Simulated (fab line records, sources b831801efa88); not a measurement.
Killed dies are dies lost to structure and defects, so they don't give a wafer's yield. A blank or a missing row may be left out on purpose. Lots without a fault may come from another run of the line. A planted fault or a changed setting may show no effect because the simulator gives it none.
A struck lot beside a sound one | flow gf180mcu | 20 steps out of a route of 602
Sound: wafers L825.2, L825.4, L825.6. Struck: wafers L839.2, L839.3, L839.6. The cause comes at the end.
At each step with rows: each side's tool, then ch and its chambers, then its first start. Under that, the readings that differ: sound wafers | struck wafers | difference of the means | sigmas: that difference in standard deviations of wafers without a fault.
alike: readings whose means differ by less than 2 such deviations, and words and numbers that are the same on both sides. not compared: withheld readings, readings that some wafer has no value for, bounds like >300 that may hide the same value, and numbers for which the record gives no deviation and whose values overlap.
The two part at a step that has a row with sigmas, a row that says differs or no value, or rows on one side only. Numbers that don't overlap but have no deviation are shown without sigmas and don't part them. A reading that every wafer of one side lacks parts them only if that side has two wafers or more.

first, 2 steps without rows for these wafers: GF_M4_CLEAN_19 (cleans in DIW); GF_V4_CVD_00 (deposits SiO2, target thk 600 nm, time 100 s).
GF_V4_THK_MEAS_01:
  sound on film_metro-01, day 23 10:14; struck on film_metro-01, day 28 01:44
  alike: V4_CVD_00_THK
GF_V4_CVD_02: deposits SiO2 from TEOS, target thk 850 nm, time 94.851 s.
  sound on pecvd-01 ch 0,1,2, day 23 10:17; struck on pecvd-02 ch 0,2, day 28 01:47
  alike: heater_power_w
GF_V4_THK_MEAS_03:
  sound on film_metro-04, day 23 10:22; struck on film_metro-04, day 28 01:52
  alike: V4_CVD_02_THK
GF_V4_CMP_04: polishes SiO2.
  sound on cmp-01 ch 0,2,3, day 23 10:33; struck on cmp-01 ch 0,1,3, day 28 02:01
  reading                | sound    | struck   | difference | sigmas
  time_to_endpoint_s (s) | 80 91 92 | 70 72 72 | -16        | -3
  alike: motor_current_A, retaining_ring_pressure_frac
GF_V4_BOW_MEAS_05:
  sound on film_metro-04, day 23 10:52; struck on film_metro-02, day 28 02:14
  alike: V4_BOW
then, 5 steps without rows for these wafers: GF_V4_DEHYDRATE_06 (time 60 s); GF_V4_HMDS_07 (prime time 60 s); GF_V4_COAT_08; GF_V4_COAT_09 (resist thk 1000 nm); GF_V4_SOFTBAKE_10 (time 60 s).
GF_V4_EXPOSE_11: exposes mask Via4, target cd 260 nm.
  sound on krf_scanner-02 ch 0, day 23 22:24; struck on krf_scanner-02 ch 0, day 28 12:04
  alike: mask
then, 2 steps without rows for these wafers: GF_V4_PEB_12 (peb time 90 s); GF_V4_DEVELOP_13 (develop time 60 s).
GF_V4_CD_MEAS_14: target cd 260 nm.
  sound on cd_sem-02, day 24 08:55; struck on cd_sem-02, day 28 21:16
  reading    | sound             | struck            | difference | sigmas
  cd_nm (nm) | 258.9 260.1 258.6 | 262.4 269.0 260.6 | +4.8       | +4
GF_V4_OVL_MEAS_15:
  sound on overlay-02, day 24 09:02; struck on overlay-01, day 28 21:23
  reading     | sound       | struck | difference | sigmas
  V4_OVL (nm) | -12 -11 -10 | 4 -4 2 | +12        | +2
GF_V4_ETCH_16: etches BARC in N2/H2.
  sound on rie_diel-03 ch 2,3, day 24 09:04; struck on rie_diel-02 ch 1,3, day 28 21:25
  reading             | sound             | struck            | difference | sigmas
  model.V4.cd_nm (nm) | 259.6 260.8 259.7 | 262.6 269.7 261.5 | +4.6       |
  alike: drypump_motor_current_A, oes_product_au, throttle_valve_pct
GF_V4_ETCH_17: etches SiO2 in C4F8/O2/Ar, stops on TiN, target depth 630 nm.
  sound on rie_diel-03 ch 2,3; struck on rie_diel-02 ch 1,3
  reading             | sound             | struck            | difference | sigmas
  model.V4.cd_nm (nm) | 259.8 260.8 259.6 | 262.6 269.7 261.2 | +4.4       |
  alike: oes_product_au
GF_V4_STRIP_18: strips in O2/N2.
  sound on plasma_asher-02 ch 1, day 24 09:11; struck on plasma_asher-04 ch 0, day 28 21:32
  alike: drypump_motor_current_A, heater_power_w, oes_product_au
  not compared: rf_hours_counter_h

WHERE THEY PART
First at GF_V4_CMP_04; last, within this record, at GF_V4_OVL_MEAS_15. Later steps at which nothing parts them and some readings are alike: GF_V4_ETCH_16, GF_V4_ETCH_17, GF_V4_STRIP_18.

WHY: what the simulator had put in
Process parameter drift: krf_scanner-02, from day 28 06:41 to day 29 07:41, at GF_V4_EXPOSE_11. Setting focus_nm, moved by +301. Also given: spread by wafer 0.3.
